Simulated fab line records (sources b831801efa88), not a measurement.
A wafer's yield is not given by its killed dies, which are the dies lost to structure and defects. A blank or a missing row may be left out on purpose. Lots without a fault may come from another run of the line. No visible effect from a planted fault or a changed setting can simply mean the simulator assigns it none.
The tool behind it: which one? | flow gf180mcu | 13 lots with 39 wafers sampled at 4 steps, on a route of 602 steps

== WHAT THE GAUGES READ, wafer by wafer ==
GF_STI_THK_MEAS_22.
lot  | measured    | on           | STI_OXIDATION_01_THK (nm)
L263 | day 2 03:50 | filmMetro-04 | 15.2 15.1 15.2
L265 | day 2 13:38 | filmMetro-03 | 15.0 15.0 15.0
L266 | day 2 18:02 | filmMetro-02 | 15.5 15.5 15.3
L267 | day 2 23:48 | filmMetro-03 | 15.0 14.8 14.7
L268 | day 3 06:40 | filmMetro-04 | 15.3 15.2 15.2
L270 | day 3 14:44 | filmMetro-03 | 15.1 15.0 15.0
L273 | day 4 08:39 | filmMetro-03 | 15.4 15.0 15.1
L274 | day 4 12:39 | filmMetro-04 | 15.1 15.3 15.0
L276 | day 4 22:05 | filmMetro-04 | 15.5 15.4 15.4
L281 | day 5 23:08 | filmMetro-03 | 15.5 15.3 15.4
L282 | day 6 05:31 | filmMetro-03 | 15.3 14.9 15.1
L284 | day 6 15:49 | filmMetro-02 | 15.4 15.3 15.3
L285 | day 6 20:10 | filmMetro-02 | 15.2 15.2 15.3

GF_STI_THK_MEAS_30.
lot  | measured    | on           | STI_OXIDATION_02_THK (nm)
L263 | day 2 06:29 | filmMetro-02 | 10.28 10.23 10.23
L265 | day 2 16:25 | filmMetro-02 | 9.96 10.07 10.10
L266 | day 2 20:46 | filmMetro-02 | 10.06 10.07 10.14
L267 | day 3 02:17 | filmMetro-04 | 10.28 10.38 10.20
L268 | day 3 09:37 | filmMetro-03 | 10.32 10.27 10.29
L270 | day 3 17:22 | filmMetro-04 | 10.53 10.52 10.45
L273 | day 4 11:33 | filmMetro-04 | 10.20 10.34 10.30
L274 | day 4 15:56 | filmMetro-04 | 10.16 10.08 10.23
L276 | day 5 00:37 | filmMetro-04 | 10.19 10.14 10.17
L281 | day 6 01:37 | filmMetro-03 | 10.01 9.94 9.96
L282 | day 6 08:10 | filmMetro-02 | 10.21 10.41 10.15
L284 | day 6 18:22 | filmMetro-03 | 9.74 9.76 9.66
L285 | day 7 01:58 | filmMetro-02 | 9.80 9.77 9.78

GF_VT_IMPLANT_RS_MEAS_48: measurement is done with a four-point probe.
lot  | measured     | on           | LVPWELL_RS (ohm/sq)
L263 | day 7 12:14  | filmMetro-01 | 1194 1192 1194
L265 | day 8 04:17  | filmMetro-03 | 1200 1202 1200
L266 | day 8 09:35  | filmMetro-01 | 1198 1199 1199
L267 | day 8 14:26  | filmMetro-01 | 1194 1195 1193
L268 | day 9 01:56  | filmMetro-01 | 1190 1196 1195
L270 | day 9 13:43  | filmMetro-01 | 1194 1198 1196
L273 | day 10 10:47 | filmMetro-03 | 1194 1197 1193
L274 | day 10 16:26 | filmMetro-02 | 1198 1198 1199
L276 | day 11 04:40 | filmMetro-03 | 1202 1202 1199
L281 | day 12 14:43 | filmMetro-03 | 1195 1200 1195
L282 | day 12 20:01 | filmMetro-03 | 1197 1194 1197
L284 | day 13 12:26 | filmMetro-02 | 1193 1195 1195
L285 | day 13 21:22 | filmMetro-03 | 1200 1195 1196

== EACH LOT AND THE TOOL THAT RAN IT (in order: tool; ch and the chambers of the sampled wafers; start) ==
lot  | GF_LVPWELL_EXPOSE_04
L263 | ilineStepper-02 ch 0, day 3 13:38
L265 | ilineStepper-02 ch 0, day 4 02:20
L266 | ilineStepper-02 ch 0, day 4 05:55
L267 | ilineStepper-01 ch 0, day 4 10:40
L268 | ilineStepper-02 ch 0, day 4 19:57
L270 | ilineStepper-01 ch 0, day 5 05:44
L273 | ilineStepper-02 ch 0, day 5 23:50
L274 | ilineStepper-01 ch 0, day 6 04:08
L276 | ilineStepper-01 ch 0, day 6 14:28
L281 | ilineStepper-01 ch 0, day 7 17:32
L282 | ilineStepper-02 ch 0, day 7 23:46
L284 | ilineStepper-01 ch 0, day 8 11:14
L285 | ilineStepper-01 ch 0, day 8 17:47
- GF_LVPWELL_EXPOSE_04: exposes mask LVPWELL, target cd 600 nm.

== AS READ BY THE TOOLS THEMSELVES (means over the sampled wafers that have a number; for cases with no such wafer, the mark the record gives instead) ==
The record holds no such reading with a usual standard deviation.

== THE ANSWER, worked out from the rows above alone ==
Rule: what is usual is taken from the lots themselves. The widest of any qualifying gaps counts: lots, ordered by their means at a reading, are off when they make up no more than a third of the lots, leave a main group of 4 or more, and stand apart from it by 3 or more times the standard deviation of that group's means. A main group is skipped when, at the precision printed for the reading in the tables above, its means are all equal. Also off: a lot with no number at a reading for which 4 or more lots have one. All remaining lots with rows at the step are treated as sound. Order of review: gauges by route order, followed by the tools' own readings, for which a lot's mean as printed above is used. The first step at which some lot is off is used, and at that step the reading that is off furthest; a lot without a number counts as furthest.
No lot is off on any of the readings shown, so nothing can be concluded from this.

== WHAT THE SIMULATOR PUT IN ==
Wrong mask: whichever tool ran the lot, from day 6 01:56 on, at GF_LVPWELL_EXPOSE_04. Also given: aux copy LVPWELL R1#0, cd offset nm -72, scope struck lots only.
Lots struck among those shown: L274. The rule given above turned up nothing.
